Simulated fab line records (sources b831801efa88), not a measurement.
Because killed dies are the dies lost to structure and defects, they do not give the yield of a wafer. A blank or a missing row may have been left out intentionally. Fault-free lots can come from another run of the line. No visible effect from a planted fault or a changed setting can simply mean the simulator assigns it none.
fab line records -- flow sky130
[record] lots = 5, wafers = 14, last_day = 50
route steps=708 shown METAL3@563 VIA3@573 METAL4@598 CAP2M@603
lots untouched by any fault: they come from a run of this same line in which no faults occurred
start_h: start of the lot's first displayed wafer, in hours after the record's first day -- wait_h: how many hours have passed since the lot's step before this one -- " repeats the value in the row above -- L1.1+2: a single row standing in for several wafers -- - either no value or no given start -- * or withheld: withheld -- < > ~ a bound
route shown NAME@n: names a module that has steps shown in the file, with the first one's number in the route -- usual: mean/standard deviation of fault-free wafers -- same: alike in all rows -- chamber/n: place in a boat -- sites: the reading at each site -- _std_site: their standard deviation -- _edge_site: inner sites' mean taken away from outer sites' mean -- radius_mm: for every site, how far away it sits from the centre of the wafer -- mask NAME#n: copy n -- behind: the last tool/chamber to shape the wafer -- hold: reason for holding the lot/hours on hold/outcome of the hold -- device: the n, p or np transistor that did not switch -- end of line: at the end of the route, the tests of the same wafers -- a step without rows: its recipe alone -- killed: dies lost to structure and defects at the first sort, not the wafer's yield -- map: per-die view of a wafer (x killed, . not killed, _ where there is no die)
set.NAME: the setting the step ran with; set.NAME@STEP: the setting that earlier step ran with -- model.NAME: the simulator's own value behind a step, which no gauge read
lots at selected steps of the route; one table per step, one row per wafer
services: from which hour (start_h, from the record's first day; less than 0 if before it) a tool's chamber was out of use, for how many hours, and why
[[steps]]
[step SKY_METAL3_CD_MEAS_13]
[recipe] target_cd_nm = 300
[usual] cd_nm = 300.0/1.7
lot.wafer,tool,chamber,start_h,wait_h,cd_nm
L683.4,cd_sem-02,-,893.09,-,299.8
L683.5,cd_sem-02,-,893.09,-,298.1
L683.6,cd_sem-02,-,893.09,-,298.9
L688.1,cd_sem-02,-,942.98,-,298.7
L688.5,cd_sem-02,-,942.98,-,299.4
L688.6,cd_sem-02,-,942.98,-,298.6
L697.1,cd_sem-01,-,999.41,-,297.5
L697.2,cd_sem-01,-,999.41,-,297.5
L702.3,cd_sem-01,-,1037.23,-,301.6
L702.5,cd_sem-01,-,1037.23,-,301.5
L702.6,cd_sem-01,-,1037.23,-,301.4
L706.1,cd_sem-02,-,1051.68,-,300.0
L706.4,cd_sem-02,-,1051.68,-,300.7
L706.6,cd_sem-02,-,1051.68,-,299.1
[step SKY_METAL3_OVL_MEAS_14]
[usual] METAL3_OVL = 1/5.9
lot.wafer,tool,chamber,start_h,wait_h,METAL3_OVL[nm]
L683.4,overlay-02,-,893.17,0.1,4
L683.5,overlay-02,-,893.17,0.1,4
L683.6,overlay-02,-,893.17,0.1,11
L688.1,overlay-01,-,943.10,0.1,-4
L688.5,overlay-01,-,943.10,0.1,0
L688.6,overlay-01,-,943.10,0.1,0
L697.1,overlay-01,-,999.53,0.1,2
L697.2,overlay-01,-,999.53,0.1,0
L702.3,overlay-02,-,1037.32,0.1,5
L702.5,overlay-02,-,1037.32,0.1,2
L702.6,overlay-02,-,1037.32,0.1,9
L706.1,overlay-02,-,1051.80,0.1,-4
L706.4,overlay-02,-,1051.80,0.1,6
L706.6,overlay-02,-,1051.80,0.1,6
[step SKY_METAL3_DESCUM_15]
[recipe] chemistry = O2, source_power_w = 150, bias_power_w = 0, pressure_mtorr = 10, temp_c = 40, time_s = 8
[step SKY_METAL3_ETCH_16]
[recipe] chemistry = N2/H2, target = BARC, ion_energy_ev = 200, bias_w = 100, pressure_mtorr = 30, n2_flow_sccm = 100, h2_flow_sccm = 200, icp_w = 500, stop_on = SiO2, time_s = 88.2, target_depth_a = 600
[step SKY_METAL3_ETCH_17]
[recipe] target = SiO2, stop_on = TiN, chemistry = C4F8/O2/Ar, source_w = 1500, bias_w = 1200, pressure_mtorr = 40, c4f8_flow_sccm = withheld, O2_flow_sccm = 6, Ar_flow_sccm = 300, time_s = 3.9, target_depth_a = 150
[step SKY_METAL3_METAL_ETCH_18]
[recipe] target_depth_a = 8450, stop_on = SiO2, over_etch_frac = 0.3, time_s = 183.1, chemistry = Cl2/BCl3, resist_sidewall_deg = 88, pressure_mtorr = 10, icp_w = 900, bias_w = 48.5, Cl2_flow_sccm = 60, bcl3_flow_sccm = 30
[usual] drypump_motor_current_A = 6.17/0.21, he_backside_leak_sccm = 3.4/0.45, oes_product_au = 0.864/0.0063, throttle_valve_pct = 22.264/0.0091
[same] over_etch_frac = 0.3
lot.wafer,tool,chamber,start_h,wait_h,drypump_motor_current_A,he_backside_leak_sccm,oes_product_au,rf_hours_counter_h,throttle_valve_pct
L683.4,rie_metal-01,1,893.39,0.1,6.21,3.1,0.873,-,22.273
L683.5,rie_metal-01,1,893.39,0.1,6.23,3.4,0.873,-,22.262
L683.6,rie_metal-01,0,893.39,0.1,6.37,3.5,0.865,-,22.276
L688.1,rie_metal-01,0,943.28,0.0,6.38,3.6,0.860,14,22.262
L688.5,rie_metal-01,0,943.28,0.0,6.40,3.5,0.859,-,22.271
L688.6,rie_metal-01,1,943.28,0.0,6.20,3.0,0.862,-,22.264
L697.1,rie_metal-03,0,999.71,0.0,6.13,3.5,0.868,11,22.262
L697.2,rie_metal-03,1,999.71,0.0,6.17,3.2,0.859,19,22.268
L702.3,rie_metal-02,1,1037.55,0.1,6.23,3.3,0.863,-,22.257
L702.5,rie_metal-02,0,1037.55,0.1,5.71,3.2,0.872,-,22.265
L702.6,rie_metal-02,1,1037.55,0.1,6.23,3.5,0.861,-,22.275
L706.1,rie_metal-01,1,1051.98,0.0,6.26,3.1,0.868,17,22.260
L706.4,rie_metal-01,0,1051.98,0.0,6.41,3.6,0.874,-,22.260
L706.6,rie_metal-01,0,1051.98,0.0,6.39,3.5,0.866,-,22.268
[step SKY_METAL3_STRIP_19]
[recipe] chemistry = O2/N2, power_w = 1400, pressure_mtorr = 1500, platen_temp_c = withheld, o2_flow_sccm = 3000, n2_flow_sccm = 300, overash_fraction = 0.5
[usual] drypump_motor_current_A = 5.7/0.53, oes_product_au = 0.505/0.006, strip_time_to_endpoint_s = 6.58/0.09
lot.wafer,tool,chamber,start_h,wait_h,drypump_motor_current_A,oes_product_au,rf_hours_counter_h,strip_time_to_endpoint_s
L683.4,plasma_asher-04,1,893.54,0.1,5.2,0.502,-,6.69
L683.5,plasma_asher-04,1,893.54,0.1,5.2,0.507,-,6.65
L683.6,plasma_asher-04,0,893.54,0.1,6.1,0.520,-,6.73
L688.1,plasma_asher-04,0,943.46,0.1,6.1,0.507,114,6.70
L688.5,plasma_asher-04,1,943.46,0.1,5.2,0.509,-,6.70
L688.6,plasma_asher-04,0,943.46,0.1,6.2,0.498,-,6.65
L697.1,plasma_asher-01,1,999.89,0.1,6.6,0.513,25,6.60
L697.2,plasma_asher-01,0,999.89,0.1,5.3,0.509,25,6.63
L702.3,plasma_asher-02,0,1037.71,0.1,6.0,0.508,-,6.50
L702.5,plasma_asher-02,0,1037.71,0.1,6.1,0.506,-,6.51
L702.6,plasma_asher-02,1,1037.71,0.1,5.1,0.493,-,6.51
L706.1,plasma_asher-02,1,1052.16,0.1,5.1,0.508,61,6.67
L706.4,plasma_asher-02,1,1052.16,0.1,5.1,0.515,-,6.74
L706.6,plasma_asher-02,1,1052.16,0.1,5.1,0.510,-,6.72
[step SKY_METAL3_STRIP_20]
[recipe] chemistry = post_etch_residue_remover, time_s = 1200, temp_c = 72.5
[step SKY_METAL3_CLEAN_21]
[recipe] chemistry = IPA, time_s = 180, temp_c = 25
[step SKY_METAL3_CLEAN_22]
[recipe] chemistry = O3/DIW, dry = n2_spin
[step SKY_VIA3_HDPCVD_00]
[recipe] material = SiO2, target_thk_nm = 1635, sigma_open_frac = 0.3, time_s = 272.5, temp_c = 400, sih4_flow_sccm = 60, pressure_mtorr = 6
[step SKY_VIA3_THK_MEAS_01]
[recipe] reads = SiO2_of_VIA3_HDPCVD_00
[usual] VIA3_HDPCVD_THK = 1632/14
lot.wafer,tool,chamber,start_h,wait_h,VIA3_HDPCVD_THK[nm]
L683.4,film_metro-04,-,894.35,0.0,1633
L683.5,film_metro-04,-,894.35,0.0,1605
L683.6,film_metro-04,-,894.35,0.0,1611
L688.1,film_metro-02,-,944.23,0.1,1636
L688.5,film_metro-02,-,944.23,0.1,1637
L688.6,film_metro-02,-,944.23,0.1,1635
L697.1,film_metro-03,-,1000.72,0.1,1637
L697.2,film_metro-03,-,1000.72,0.1,1617
L702.3,film_metro-04,-,1038.49,0.1,1635
L702.5,film_metro-04,-,1038.49,0.1,1630
L702.6,film_metro-04,-,1038.49,0.1,1626
L706.1,film_metro-04,-,1052.92,0.1,1629
L706.4,film_metro-04,-,1052.92,0.1,1626
L706.6,film_metro-04,-,1052.92,0.1,1620
[step SKY_VIA3_CMP_02]
[recipe] material = SiO2, down_force_psi = 4, platen_rpm = 60, pad_velocity_m_s = 0.94248
[usual] motor_current_A = 11.8/1.1
lot.wafer,tool,chamber,start_h,wait_h,motor_current_A,model.SiO2_of_VIA3_HDPCVD_00.thk_nm
L683.4,cmp-01,0,894.43,0.1,10.6,466.5
L683.6,cmp-01,3,894.43,0.1,11.0,465.4
L683.5,cmp-01,0,894.43,0.1,10.9,466.4
L688.1,cmp-02,1,944.34,0.1,14.0,464.3
L688.5,cmp-02,0,944.34,0.1,12.2,464.5
L688.6,cmp-02,1,944.34,0.1,13.1,465.7
L697.2,cmp-01,2,1000.90,0.2,11.2,511.9
L697.1,cmp-01,0,1000.90,0.2,10.6,467.6
L702.3,cmp-02,2,1038.58,0.1,11.7,466
L702.6,cmp-02,1,1038.58,0.1,13.9,465.5
L702.5,cmp-02,2,1038.58,0.1,12.2,465.7
L706.1,cmp-02,1,1052.98,0.1,13.9,464.4
L706.4,cmp-02,3,1052.98,0.1,11.3,465
L706.6,cmp-02,1,1052.98,0.1,13.3,465.2
[step SKY_VIA3_BOW_MEAS_03]
[recipe] mode = bow
[usual] VIA3_BOW = 80/7.3
lot.wafer,tool,chamber,start_h,wait_h,hold,VIA3_BOW[um]
L683.4,film_metro-03,-,894.74,0.3,-,81
L683.5,film_metro-03,-,894.74,0.3,-,79
L683.6,film_metro-03,-,894.74,0.3,-,86
L688.1,film_metro-03,-,944.59,0.2,-,90
L688.5,film_metro-03,-,944.59,0.2,-,84
L688.6,film_metro-03,-,944.59,0.2,-,84
L697.1,film_metro-03,-,1001.20,0.1,await_dispo/0.2h/release,84
L697.2,film_metro-03,-,1001.20,0.1,await_dispo/0.2h/release,83
L697.1,film_metro-03,-,1001.49,0.3,-,-
L697.2,film_metro-03,-,1001.49,0.3,-,-
L702.3,film_metro-02,-,1038.87,0.2,-,80
L702.5,film_metro-02,-,1038.87,0.2,-,70
L702.6,film_metro-02,-,1038.87,0.2,-,75
L706.1,film_metro-02,-,1053.28,0.2,-,77
L706.4,film_metro-02,-,1053.28,0.2,-,77
L706.6,film_metro-02,-,1053.28,0.2,-,75
[step SKY_VIA3_HMDS_05]
[recipe] prime_time_s = 60, prime_temp_c = 120
[step SKY_VIA3_COAT_06]
[recipe] resist = BARC, temp_c = withheld, time_s = withheld, spin_rpm = 3000, resist_thk_nm = 60
[step SKY_VIA3_COAT_07]
[recipe] resist = KrF-thick, spin_rpm = 3000, resist_thk_nm = 450
[step SKY_VIA3_SOFTBAKE_08]
[recipe] temp_c = 100, time_s = 90, resist = KrF-thick
[step SKY_VIA3_EXPOSE_09]
[recipe] mask_id = VIM3, na = 0.8, source_shape = annular, sigma_inner = 0.55, sigma_outer = 0.85, target_cd_nm = 200, dose_mj = 38
[step SKY_VIA3_PEB_10]
[recipe] peb_temp_c = withheld, peb_time_s = withheld, resist = KrF-thick
[step SKY_VIA3_DEVELOP_11]
[recipe] develop_time_s = 60, resist = KrF-thick, dev_temp_c = 21
[step SKY_VIA3_CD_MEAS_12]
[recipe] target_cd_nm = 200
[usual] cd_nm = 199.5/1.3
lot.wafer,tool,chamber,start_h,wait_h,cd_nm
L683.4,cd_sem-01,-,919.55,-,200.4
L683.5,cd_sem-01,-,919.55,-,200.1
L683.6,cd_sem-01,-,919.55,-,200.3
L688.1,cd_sem-01,-,969.36,-,198.6
L688.5,cd_sem-01,-,969.36,-,199.1
L688.6,cd_sem-01,-,969.36,-,198.8
L697.1,cd_sem-01,-,1024.11,-,199.0
L697.2,cd_sem-01,-,1024.11,-,200.6
L702.3,cd_sem-02,-,1060.73,-,198.7
L702.5,cd_sem-02,-,1060.73,-,199.3
L702.6,cd_sem-02,-,1060.73,-,197.9
L706.1,cd_sem-01,-,1074.41,-,197.8
L706.4,cd_sem-01,-,1074.41,-,199.1
L706.6,cd_sem-01,-,1074.41,-,198.3
[step SKY_VIA3_OVL_MEAS_13]
[usual] VIA3_OVL = 1/6.8
lot.wafer,tool,chamber,start_h,wait_h,VIA3_OVL[nm]
L683.4,overlay-01,-,919.63,0.1,1
L683.5,overlay-01,-,919.63,0.1,7
L683.6,overlay-01,-,919.63,0.1,2
L688.1,overlay-01,-,969.48,0.1,6
L688.5,overlay-01,-,969.48,0.1,0
L688.6,overlay-01,-,969.48,0.1,1
L697.1,overlay-01,-,1024.23,0.1,9
L697.2,overlay-01,-,1024.23,0.1,8
L702.3,overlay-02,-,1060.82,0.1,9
L702.5,overlay-02,-,1060.82,0.1,7
L702.6,overlay-02,-,1060.82,0.1,-4
L706.1,overlay-02,-,1074.53,0.1,3
L706.4,overlay-02,-,1074.53,0.1,3
L706.6,overlay-02,-,1074.53,0.1,8
[step SKY_VIA3_ETCH_14]
[recipe] chemistry = N2/H2, target = BARC, ion_energy_ev = 200, source_w = 500, bias_w = 100, pressure_mtorr = 30, n2_flow_sccm = 100, h2_flow_sccm = 200, stop_on = SiO2, time_s = 45.9, target_depth_a = 600
[usual] drypump_motor_current_A = 5.7/0.33, oes_product_au = 0.855/0.0045, throttle_valve_pct = 13.225/0.0084
lot.wafer,tool,chamber,start_h,wait_h,drypump_motor_current_A,oes_product_au,rf_hours_counter_h,throttle_valve_pct
L683.4,rie_diel-03,0,919.65,0.0,5.8,0.851,29,13.240
L683.5,rie_diel-03,2,919.65,0.0,5.4,0.847,-,13.237
L683.6,rie_diel-03,1,919.65,0.0,5.6,0.854,-,13.228
L688.1,rie_diel-02,3,969.52,0.0,5.6,0.861,18,13.225
L688.5,rie_diel-02,1,969.52,0.0,5.0,0.854,-,13.217
L688.6,rie_diel-02,0,969.52,0.0,5.7,0.859,-,13.215
L697.1,rie_diel-01,2,1024.26,0.0,5.8,0.854,14,13.222
L697.2,rie_diel-01,1,1024.26,0.0,5.0,0.853,0,13.237
L702.3,rie_diel-01,0,1060.85,0.0,6.0,0.851,17,13.218
L702.5,rie_diel-01,1,1060.85,0.0,5.0,0.860,-,13.232
L702.6,rie_diel-01,0,1060.85,0.0,6.0,0.853,-,13.230
L706.1,rie_diel-03,3,1074.56,0.0,5.9,0.866,24,13.221
L706.4,rie_diel-03,2,1074.56,0.0,5.4,0.849,-,13.228
L706.6,rie_diel-03,1,1074.56,0.0,5.6,0.852,-,13.224
[step SKY_VIA3_ETCH_15]
[recipe] target = SiO2, chemistry = C4F8/O2/Ar, target_depth_nm = 507, stop_on = TiN, mask_material = KrF-thick, source_w = 1500, bias_w = 1200, pressure_mtorr = 40, c4f8_flow_sccm = withheld, O2_flow_sccm = 6, Ar_flow_sccm = 300, time_s = 78
[usual] oes_product_au = 0.947/0.0046
lot.wafer,tool,chamber,start_h,wait_h,oes_product_au,rf_hours_counter_h,model.VIA3.feature_depth_nm,model.etch.depth_nm
L683.4,rie_diel-03,0,919.69,0.0,0.945,29,466.5,466.5
L683.5,rie_diel-03,2,919.69,0.0,0.944,-,466.4,466.4
L683.6,rie_diel-03,1,919.69,0.0,0.943,-,465.4,465.4
L688.1,rie_diel-02,3,969.56,0.0,0.948,18,464.3,464.3
L688.5,rie_diel-02,1,969.56,0.0,0.942,-,464.5,464.5
L688.6,rie_diel-02,0,969.56,0.0,0.943,-,465.7,465.7
L697.1,rie_diel-01,2,1024.30,0.0,0.948,14,467.6,467.6
L697.2,rie_diel-01,1,1024.30,0.0,0.988,1,504.9,504.9
L702.3,rie_diel-01,0,1060.89,0.0,0.952,17,466,466
L702.5,rie_diel-01,1,1060.89,0.0,0.951,-,465.7,465.7
L702.6,rie_diel-01,0,1060.89,0.0,0.937,-,465.5,465.5
L706.1,rie_diel-03,3,1074.60,0.0,0.951,24,464.4,464.4
L706.4,rie_diel-03,2,1074.60,0.0,0.942,-,465,465
L706.6,rie_diel-03,1,1074.60,0.0,0.950,-,465.2,465.2
[step SKY_VIA3_STRIP_16]
[recipe] chemistry = O2/N2, power_w = 1400, pressure_mtorr = 1500, platen_temp_c = withheld, o2_flow_sccm = 3000, n2_flow_sccm = 300, overash_fraction = 0.5
[usual] drypump_motor_current_A = 5.7/0.54, oes_product_au = 0.403/0.0048, strip_time_to_endpoint_s = 4.147/0.019
lot.wafer,tool,chamber,start_h,wait_h,drypump_motor_current_A,oes_product_au,rf_hours_counter_h,strip_time_to_endpoint_s
L683.4,plasma_asher-03,0,919.78,0.1,5.2,0.407,-,4.134
L683.5,plasma_asher-03,1,919.78,0.1,6.5,0.397,-,4.140
L683.6,plasma_asher-03,0,919.78,0.1,5.2,0.405,-,4.110
L688.1,plasma_asher-04,0,969.62,0.0,6.1,0.398,117,4.140
L688.5,plasma_asher-04,1,969.62,0.0,5.2,0.404,-,4.157
L688.6,plasma_asher-04,0,969.62,0.0,6.1,0.400,-,4.134
L697.1,plasma_asher-02,0,1024.36,0.0,6.1,0.404,58,4.140
L697.2,plasma_asher-02,1,1024.36,0.0,5.1,0.405,58,4.148
L702.3,plasma_asher-03,0,1060.98,0.1,5.2,0.399,-,4.148
L702.5,plasma_asher-03,0,1060.98,0.1,5.2,0.406,-,4.144
L702.6,plasma_asher-03,1,1060.98,0.1,6.5,0.400,-,4.153
L706.1,plasma_asher-02,1,1074.66,0.0,5.1,0.405,63,4.145
L706.4,plasma_asher-02,0,1074.66,0.0,6.0,0.403,-,4.160
L706.6,plasma_asher-02,0,1074.66,0.0,6.1,0.398,-,4.122
[step SKY_VIA3_STRIP_17]
[recipe] chemistry = post_etch_residue_remover, time_s = 1200, temp_c = 72.5
[step SKY_VIA3_CLEAN_18]
[recipe] chemistry = IPA, time_s = 180, temp_c = 25
[step SKY_VIA3_CLEAN_19]
[recipe] chemistry = O3/DIW, dry = n2_spin
[step SKY_VIA3_SPUTTER_20]
[recipe] material = TiN, target_thk_nm = 20, chamber_pressure_pa = 5, power_w = 4000, time_s = 80
[usual] throttle_valve_pct = 29.8/1
lot.wafer,tool,chamber,start_h,wait_h,throttle_valve_pct
L683.4,pvd_sputter-04,-,920.37,0.0,28.6
L683.5,pvd_sputter-04,-,920.37,0.0,32.6
L683.6,pvd_sputter-04,-,920.37,0.0,31.3
L688.1,pvd_sputter-02,-,970.22,0.0,29.8
L688.5,pvd_sputter-02,-,970.22,0.0,29.3
L688.6,pvd_sputter-02,-,970.22,0.0,29.9
L697.1,pvd_sputter-02,-,1024.96,0.0,31.2
L697.2,pvd_sputter-02,-,1024.96,0.0,29.5
L702.3,pvd_sputter-02,-,1061.59,0.0,28.7
L702.5,pvd_sputter-02,-,1061.59,0.0,31.5
L702.6,pvd_sputter-02,-,1061.59,0.0,29.4
L706.1,pvd_sputter-03,-,1075.26,0.0,29.7
L706.4,pvd_sputter-03,-,1075.26,0.0,29.3
L706.6,pvd_sputter-03,-,1075.26,0.0,28.7
[step SKY_VIA3_CVD_21]
[recipe] material = W, target_thk_nm = 390, time_s = 117.31, temp_c = 400, pressure_torr = 40
[step SKY_VIA3_RS_MEAS_22]
[recipe] thk_meas_gauge = four-point-probe, reads = W_of_VIA3_CVD_21+TiN_of_VIA3_SPUTTER_20
[usual] VIA3_W_RS = 0.294/0.0047
lot.wafer,tool,chamber,start_h,wait_h,VIA3_W_RS[ohm/sq]
L683.4,film_metro-03,-,920.58,0.1,0.285
L683.5,film_metro-03,-,920.58,0.1,0.300
L683.6,film_metro-03,-,920.58,0.1,0.287
L688.1,film_metro-02,-,970.45,0.1,0.294
L688.5,film_metro-02,-,970.45,0.1,0.293
L688.6,film_metro-02,-,970.45,0.1,0.294
L697.1,film_metro-02,-,1025.14,0.1,0.296
L697.2,film_metro-02,-,1025.14,0.1,0.296
L702.3,film_metro-02,-,1061.81,0.1,0.298
L702.5,film_metro-02,-,1061.81,0.1,0.299
L702.6,film_metro-02,-,1061.81,0.1,0.296
L706.1,film_metro-02,-,1075.44,0.1,0.300
L706.4,film_metro-02,-,1075.44,0.1,0.301
L706.6,film_metro-02,-,1075.44,0.1,0.296
[step SKY_VIA3_THK_MEAS_23]
[recipe] thk_meas_gauge = xrf, reads = W_of_VIA3_CVD_21
[usual] VIA3_W_THK = 385/6.9
lot.wafer,tool,chamber,start_h,wait_h,VIA3_W_THK[nm]
L683.4,film_metro-03,-,920.67,0.1,391
L683.5,film_metro-03,-,920.67,0.1,372
L683.6,film_metro-03,-,920.67,0.1,387
L688.1,film_metro-02,-,970.57,0.1,384
L688.5,film_metro-02,-,970.57,0.1,385
L688.6,film_metro-02,-,970.57,0.1,388
L697.1,film_metro-02,-,1025.26,0.1,378
L697.2,film_metro-02,-,1025.26,0.1,379
L702.3,film_metro-02,-,1061.91,0.1,381
L702.5,film_metro-02,-,1061.91,0.1,378
L702.6,film_metro-02,-,1061.91,0.1,383
L706.1,film_metro-02,-,1075.56,0.1,380
L706.4,film_metro-02,-,1075.56,0.1,378
L706.6,film_metro-02,-,1075.56,0.1,381
[step SKY_VIA3_CMP_24]
[recipe] stop_on = SiO2, t_overpolish_s = 20, down_force_psi = 3.5, platen_rpm = 60, target_thk_nm = 0, pad_velocity_m_s = 0.94248
[step SKY_METAL4_SPUTTER_00]
[recipe] material = Ti, target_thk_nm = 15, power_w = 3000, time_s = 10, chamber_pressure_pa = 0.4
[step SKY_METAL4_SPUTTER_01]
[recipe] material = TiN, target_thk_nm = 20, power_w = 6500, time_s = 16.7, chamber_pressure_pa = 0.4
[step SKY_METAL4_SPUTTER_02]
[recipe] material = AlCu, target_thk_nm = 735, power_w = 10600, time_s = 39.1, chamber_pressure_pa = 0.4
[step SKY_METAL4_SPUTTER_03]
[recipe] material = Ti, target_thk_nm = 5, power_w = 3000, time_s = 3.3, chamber_pressure_pa = 0.4
[step SKY_METAL4_SPUTTER_04]
[recipe] material = TiN, target_thk_nm = 70, power_w = 6500, time_s = 58.3, chamber_pressure_pa = 0.4
[step SKY_CAP2M_CVD_00]
[recipe] material = SiO2, target_thk_nm = 15.5, temp_c = 400, time_s = withheld, rf_w = 450
[step SKY_CAP2M_THK_MEAS_01]
[recipe] reads = SiO2_of_CAP2M_CVD_00
[usual] CAP2M_CVD_00_THK = 15.54/0.23
lot.wafer,tool,chamber,start_h,wait_h,CAP2M_CVD_00_THK[nm]
L683.4,film_metro-02,-,921.21,-,15.63
L683.5,film_metro-02,-,921.21,-,15.56
L683.6,film_metro-02,-,921.21,-,15.62
L688.1,film_metro-04,-,971.11,-,15.70
L688.5,film_metro-04,-,971.11,-,15.59
L688.6,film_metro-04,-,971.11,-,15.62
L697.1,film_metro-01,-,1025.80,-,15.54
L697.2,film_metro-01,-,1025.80,-,15.55
L702.3,film_metro-04,-,1062.44,-,15.30
L702.5,film_metro-04,-,1062.44,-,15.63
L702.6,film_metro-04,-,1062.44,-,15.74
L706.1,film_metro-04,-,1076.10,-,15.73
L706.4,film_metro-04,-,1076.10,-,15.55
L706.6,film_metro-04,-,1076.10,-,15.73
[step SKY_METAL4_METAL_ETCH_18]
[recipe] target_depth_a = 8450, stop_on = SiO2, over_etch_frac = 0.3, time_s = 183.1, chemistry = Cl2/BCl3, resist_sidewall_deg = 88, pressure_mtorr = 10, icp_w = 900, bias_w = 48.5, Cl2_flow_sccm = 60, bcl3_flow_sccm = 30
[usual] drypump_motor_current_A = 5.9/0.47, he_backside_leak_sccm = 3.38/0.22, oes_product_au = 0.865/0.0054, throttle_valve_pct = 22.265/0.0089
[same] over_etch_frac = 0.3
lot.wafer,tool,chamber,start_h,wait_h,drypump_motor_current_A,he_backside_leak_sccm,oes_product_au,rf_hours_counter_h,throttle_valve_pct,model.SiO2_of_VIA3_HDPCVD_00.thk_nm
L683.4,rie_metal-02,0,971.02,0.1,5.7,3.17,0.862,-,22.268,436.8
L683.5,rie_metal-02,0,971.02,0.1,5.7,3.33,0.855,-,22.252,436.4
L683.6,rie_metal-02,1,971.02,0.1,6.2,3.66,0.865,-,22.288,435.8
L688.1,rie_metal-04,0,1018.51,0.0,4.9,3.37,0.856,4,22.260,433.8
L688.5,rie_metal-04,1,1018.51,0.0,5.4,3.42,0.868,-,22.270,434.7
L688.6,rie_metal-04,0,1018.51,0.0,4.9,3.27,0.865,-,22.260,435.3
L697.1,rie_metal-01,1,1069.82,0.0,6.2,3.22,0.859,18,22.267,438.1
L697.2,rie_metal-01,0,1069.82,0.0,6.4,3.53,0.861,22,22.262,482.6
L702.3,rie_metal-04,1,1105.44,0.1,5.3,3.39,0.869,-,22.267,436.2
L702.5,rie_metal-04,1,1105.44,0.1,5.4,3.52,0.871,-,22.267,436.2
L702.6,rie_metal-04,0,1105.44,0.1,4.9,3.41,0.860,-,22.271,435.2
L706.1,rie_metal-01,1,1117.72,0.0,6.2,3.31,0.861,23,22.260,435.2
L706.4,rie_metal-01,0,1117.72,0.0,6.4,3.69,0.868,-,22.276,435.8
L706.6,rie_metal-01,1,1117.72,0.0,6.2,3.31,0.877,-,22.261,435.5
[[services]]
tool,chamber,start_h,hours,kind
rie_diel-03,1,874.19,2.0,repair
rie_diel-01,0,888.72,12.8,repair
plasma_asher-02,-,895.01,2.8,pm
rie_diel-01,3,903.81,2.4,repair
rie_diel-01,1,912.42,3.0,repair
rie_diel-01,1,916.68,2.7,repair
plasma_asher-02,-,918.88,0.4,repair
plasma_asher-02,-,928.85,5.6,repair
rie_diel-01,2,930.07,5.0,repair
rie_diel-01,1,936.56,8.7,repair
rie_diel-03,-,954.90,4.3,pm
rie_diel-01,2,965.75,3.7,repair
rie_metal-01,-,974.44,0.9,repair
plasma_asher-02,-,987.78,3.6,repair
rie_diel-03,1,994.32,2.9,repair
rie_diel-03,-,1006.03,2.8,pm
rie_diel-01,0,1029.56,4.7,repair
rie_diel-03,0,1064.71,21.0,repair
rie_diel-01,-,1075.21,14.6,pm
plasma_asher-02,-,1081.22,1.6,repair
rie_metal-01,0,1083.41,7.9,repair
rie_diel-01,1,1102.48,15.9,repair
rie_diel-01,-,1103.20,2.8,pm
rie_diel-01,-,1108.41,32.4,repair
[[key]]
[first_sign] step = SKY_VIA3_BOW_MEAS_03, reading = visit, direction = added
[effect] step = SKY_VIA3_ETCH_15, reading = oes_product_au, direction = up, sigmas = 9.1, usual = 0.947, struck = 0.988
[model_effect] step = SKY_VIA3_CMP_02, value = SiO2_of_VIA3_HDPCVD_00.thk_nm, without = 465.4, struck = 511.9
[model_effect] step = SKY_VIA3_ETCH_15, value = VIA3.feature_depth_nm, without = 465.4, struck = 504.9
[model_effect] step = SKY_METAL4_METAL_ETCH_18, value = SiO2_of_VIA3_HDPCVD_00.thk_nm, without = 436.1, struck = 482.6
met_at SKY_VIA3_CMP_02
struck_wafers L697.2
onset_between 894.43 1000.90
[fault] kind = process_parameter_drift, tool = cmp-01, chamber = -, onset_h = 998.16, steps = SKY_VIA3_CMP_02, channel = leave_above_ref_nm, offset = 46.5, shape = step, end_h = 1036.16, scope = struck_wafers_only, acts_in = these_recipes_only, stated = 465
